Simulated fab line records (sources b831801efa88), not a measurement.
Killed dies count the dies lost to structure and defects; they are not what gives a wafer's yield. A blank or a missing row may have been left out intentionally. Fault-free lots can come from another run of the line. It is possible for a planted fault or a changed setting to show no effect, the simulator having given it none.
Chamber matching -- flow sky130 -- SKY_VIA4_CMP_02 on cmp-01: 4 sister chambers
The step polishes SiO2. 8 wafers are shown with their chamber, then 12 later ones without.

== WAFERS, EACH WITH ITS CHAMBER ==
wafer,chamber,motor-current-A (A)
L088.6,0,12.1
L091.3,3,11.4
L091.1,2,12.9
L091.2,0,11.8
L091.5,1,10.5
L093.1,3,11.1
L093.3,1,9.9
L093.4,2,12.6

== WAFERS WHOSE CHAMBER IS MISSING ==
wafer,motor-current-A (A)
L095.1,10.4
L095.3,11.2
L095.6,9.8
L095.2,11.9
L095.4,12.2
L095.5,12.3
L096.1,11.6
L096.3,10.0
L096.5,11.7
L097.2,11.4
L097.3,12.9
L097.6,12.0

== CHAMBER TAKEN BY EACH ==
wafer,from the rows above,in truth
L095.1,1,1
L095.3,3,3
L095.6,1,1
L095.2,0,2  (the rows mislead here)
L095.4,can't be placed: 0 or 2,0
L095.5,can't be placed: 0 or 2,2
L096.1,can't be placed: 0 or 3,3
L096.3,1,1
L096.5,can't be placed: 0 or 3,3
L097.2,can't be placed: 3 or 0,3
L097.3,2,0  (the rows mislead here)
L097.6,0,0
Correct placement for 5 of the 12. From these rows, 5 cannot be placed; in 5 the true chamber is one of the candidates. 2 placed wrongly.
How it was worked out, from the rows above alone: a wafer's distance from a chamber is the root of the sum, over the readings, of the square of ((its reading less the chamber's mean) divided by the reading's scatter). If the next closest chamber is less than 2 further off than the closest, the wafer can't be placed; otherwise it belongs to the closest. Each chamber's mean is taken over the wafers shown for it. The scatter: the root of (the sum of the squares of (reading less its chamber's mean) over the shown wafers, divided by (wafers less chambers)).
